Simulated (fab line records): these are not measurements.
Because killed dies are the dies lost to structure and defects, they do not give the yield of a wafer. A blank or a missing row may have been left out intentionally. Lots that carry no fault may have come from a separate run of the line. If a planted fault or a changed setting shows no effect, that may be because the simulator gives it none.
2 desks, one fault | flow sky130 | each desk holds nothing but its own numbers, with what lay behind them at the end

== FROM THE METROLOGY DESK ==
What the gauges read for every lot (on any tool): the sampled wafers with a number, averaged. Any lot whose mean is over 4 standard deviations away from the usual mean is out of limits and marked OUT; that distance is given in the brackets.
Columns: A = METAL3_OVL at SKY_METAL3_OVL_MEAS_14, usual -2 nm
lot  | first seen here | A
L297 | day 38 20:46    | -7
L300 | day 39 19:20    | -1
L301 | day 40 04:23    | 5
L302 | day 40 18:30    | 1
L306 | day 42 13:59    | -5
L305 | day 42 14:29    | -10
L307 | day 42 17:50    | 8
L314 | day 43 19:19    | 0
L313 | day 43 22:22    | -1
L316 | day 44 06:55    | 1
L319 | day 45 15:55    | 2
This desk's verdict: no lot among the 11 shows anything out of limits.

== THE TOOL OWNER'S DESK: litho-track-02 ==
The tool's own readings at SKY_METAL3_COAT_07 (resist thk 60 nm): means of the sampled wafers that have a number, for each lot that ran on this tool. Any lot whose mean is over 4 standard deviations away from the usual mean is out of limits and marked OUT; that distance is given in the brackets.
Columns: A = spin-speed-rpm at SKY_METAL3_COAT_07, usual 3000.1 rpm
lot  | first seen here | A
L297 | day 38 08:56    | 3001.7
L300 | day 39 05:53    | 2999.9
L305 | day 42 01:47    | 2109.8 (-99 or more) OUT
L307 | day 42 04:53    | 2106.8 (-99 or more) OUT
This desk's finding: out of limits on L305, L307; first on L305, day 42 01:47 (spin-speed-rpm at SKY_METAL3_COAT_07). In limits: L297, L300.

== BROUGHT TOGETHER ==
At day 42 01:47, on L305, L307, the tool owner's desk was in a position to raise an alarm.
The metrology desk saw nothing out of limits.
The metrology desk holds a record of L305, L307, inside its limits.
On litho-track-02, each named lot ran SKY_METAL3_COAT_07.

== WHAT HAD BEEN PUT IN BY THE SIMULATOR ==
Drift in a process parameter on litho-track-02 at SKY_METAL3_COAT_07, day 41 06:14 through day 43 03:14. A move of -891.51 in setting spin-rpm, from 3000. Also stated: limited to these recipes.
Shown lots that were struck: L305, L307.
Delay in hours, fault start to first out-of-limits reading, by desk: the tool owner's desk at 20.
